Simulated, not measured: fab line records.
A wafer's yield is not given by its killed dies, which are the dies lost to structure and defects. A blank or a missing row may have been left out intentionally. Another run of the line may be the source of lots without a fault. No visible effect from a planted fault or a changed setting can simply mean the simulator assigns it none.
Which tool was responsible? | flow gf180mcu | 24 lots with 72 wafers sampled at 2 steps, on a route of 602 steps

WHAT THE GAUGES READ, wafer by wafer
GF_V3_RS_MEAS_24: a four-point-probe measurement. Usual: for V3_W_RS the level is 0.325 ohm/sq and the standard deviation is 0.0043.
lot  | measured     | on           | V3_W_RS (ohm/sq)  | flag
L074 | day 22 09:34 | filmMetro-03 | 0.336 0.321 0.331 | 
L075 | day 22 18:13 | filmMetro-03 | 0.330 0.317 0.329 | 
L076 | day 23 05:40 | filmMetro-02 | 0.333 0.335 0.326 | 
L077 | day 23 08:31 | filmMetro-04 | 0.328 0.328 0.329 | 
L078 | day 24 01:22 | filmMetro-04 | 0.324 0.327 0.334 | 
L079 | day 24 07:28 | filmMetro-02 | 0.320 0.322 0.324 | 
L080 | day 24 16:24 | filmMetro-02 | 0.324 0.324 0.322 | 
L081 | day 24 20:28 | filmMetro-03 | 0.325 0.322 0.322 | 
L082 | day 25 07:05 | filmMetro-04 | 0.329 0.325 0.334 | 
L083 | day 25 16:03 | filmMetro-03 | 0.320 0.323 0.320 | 
L084 | day 26 00:30 | filmMetro-03 | 0.326 0.320 0.324 | 
L085 | day 26 10:18 | filmMetro-02 | 0.322 0.328 0.326 | 
L086 | day 26 18:09 | filmMetro-02 | 0.324 0.323 0.323 | 
L087 | day 27 00:09 | filmMetro-03 | 0.328 0.319 0.329 | 
L088 | day 27 04:55 | filmMetro-02 | 0.332 0.328 0.331 | 
L089 | day 27 15:04 | filmMetro-04 | 0.326 0.327 0.325 | 
L090 | day 27 20:59 | filmMetro-04 | 0.332 0.325 0.325 | 
L091 | day 28 00:51 | filmMetro-03 | 0.328 0.322 0.328 | 
L092 | day 28 06:59 | filmMetro-04 | 0.324 0.325 0.327 | 
L093 | day 28 15:03 | filmMetro-02 | 0.332 0.329 0.335 | 
L094 | day 28 22:24 | filmMetro-04 | 0.329 0.327 0.329 | 
L095 | day 29 02:40 | filmMetro-04 | 0.324 0.324 0.327 | 
L096 | day 29 11:22 | filmMetro-04 | 0.324 0.328 0.319 | 
L097 | day 29 14:32 | filmMetro-02 | 0.324 0.319 0.333 | 

TOOL THAT RAN EACH LOT (tool first, then ch and the chambers of the sampled wafers, then the start)
lot  | GF_V2_ETCH_17
L074 | rieDiel-03 ch 0,2, day 22 09:34 or earlier
L075 | rieDiel-04 ch 0,1,2, day 22 18:13 or earlier
L076 | rieDiel-01 ch 1,2,3, day 23 05:40 or earlier
L077 | rieDiel-04 ch 0,3, day 23 08:31 or earlier
L078 | rieDiel-01 ch 0,3, day 24 01:22 or earlier
L079 | rieDiel-01 ch 2,3, day 24 07:28 or earlier
L080 | rieDiel-04 ch 1,2,3, day 24 16:24 or earlier
L081 | rieDiel-03 ch 0,1,2, day 24 20:28 or earlier
L082 | rieDiel-03 ch 0,3, day 25 07:05 or earlier
L083 | rieDiel-04 ch 0,2,3, day 25 16:03 or earlier
L084 | rieDiel-04 ch 0,2, day 26 00:30 or earlier
L085 | rieDiel-01 ch 0,2,3, day 26 10:18 or earlier
L086 | rieDiel-03 ch 0,2,3, day 26 18:09 or earlier
L087 | rieDiel-01 ch 0,3, day 27 00:09 or earlier
L088 | rieDiel-03 ch 0,1,2, day 27 04:55 or earlier
L089 | rieDiel-01 ch 0,3, day 27 15:04 or earlier
L090 | rieDiel-03 ch 1,2,3, day 27 20:59 or earlier
L091 | rieDiel-04 ch 0,1,2, day 28 00:51 or earlier
L092 | rieDiel-04 ch 0,1,3, day 28 06:59 or earlier
L093 | rieDiel-04 ch 1,2, day 28 15:03 or earlier
L094 | rieDiel-04 ch 0,2, day 28 22:24 or earlier
L095 | rieDiel-04 ch 0,2,3, day 29 02:40 or earlier
L096 | rieDiel-04 ch 0,1,2, day 29 11:22 or earlier
L097 | rieDiel-01 ch 0,1,2, day 29 14:32 or earlier
- GF_V2_ETCH_17: etches SiO2 in C4F8/O2/Ar, stops on TiN, target depth 630 nm.

WHAT THE TOOLS THEMSELVES READ (means of the sampled wafers that have a number; where no wafer has one, the mark that the record gives instead)
GF_V2_ETCH_17. Usual: biasW 1200 W, standard deviation 3.5; oesProductAu 0.862 a.u., standard deviation 0.0048; rfFwdPowerW 1493 W, standard deviation 5.3.
lot  | tool       | biasW (W) | oesProductAu (a.u.) | rfFwdPowerW (W) | flag
L074 | rieDiel-03 | 1199      | 0.860               | 1492            | 
L075 | rieDiel-04 | 1199      | 0.864               | 1492            | 
L076 | rieDiel-01 | 1199      | 0.866               | 1494            | 
L077 | rieDiel-04 | 1203      | 0.862               | 1491            | 
L078 | rieDiel-01 | 1199      | 0.860               | 1492            | 
L079 | rieDiel-01 | 1201      | 0.860               | 1498            | 
L080 | rieDiel-04 | 1199      | 0.858               | 1493            | 
L081 | rieDiel-03 | 1199      | 0.864               | 1494            | 
L082 | rieDiel-03 | 1200      | 0.859               | 1489            | 
L083 | rieDiel-04 | 1201      | 0.858               | 1494            | 
L084 | rieDiel-04 | 1202      | 0.858               | 1498            | 
L085 | rieDiel-01 | 1199      | 0.859               | 1499            | 
L086 | rieDiel-03 | 1205      | 0.863               | 1492            | 
L087 | rieDiel-01 | 1201      | 0.857               | 1500            | 
L088 | rieDiel-03 | 1205      | 0.861               | 1490            | 
L089 | rieDiel-01 | 1200      | 0.864               | 1496            | 
L090 | rieDiel-03 | 1202      | 0.857               | 1491            | 
L091 | rieDiel-04 | 1199      | 0.858               | 1496            | 
L092 | rieDiel-04 | 1204      | 0.863               | 1495            | 
L093 | rieDiel-04 | 1200      | 0.869               | 1494            | 
L094 | rieDiel-04 | 1198      | 0.862               | 1494            | 
L095 | rieDiel-04 | 1198      | 0.865               | 1496            | 
L096 | rieDiel-04 | 1200      | 0.856               | 1496            | 
L097 | rieDiel-01 | 1202      | 0.863               | 1491            | 

THE ANSWER, worked out from the rows above alone
Rule: lot off if the mean of its wafers having a number is beyond 3 standard deviations from the usual mean. A lot without any number at a reading at which 4 lots or more have one is off too. The other lots that the step has rows for count as sound. Order of review: gauges by route order, followed by the tools' own readings, for which a lot's mean as printed above is used. At the first step where some lot is off, the reading lying furthest off is the one used; lots without a number count as furthest.
None of the lots is off at any reading shown; this tells nothing.

WHAT THE SIMULATOR HAD PUT IN
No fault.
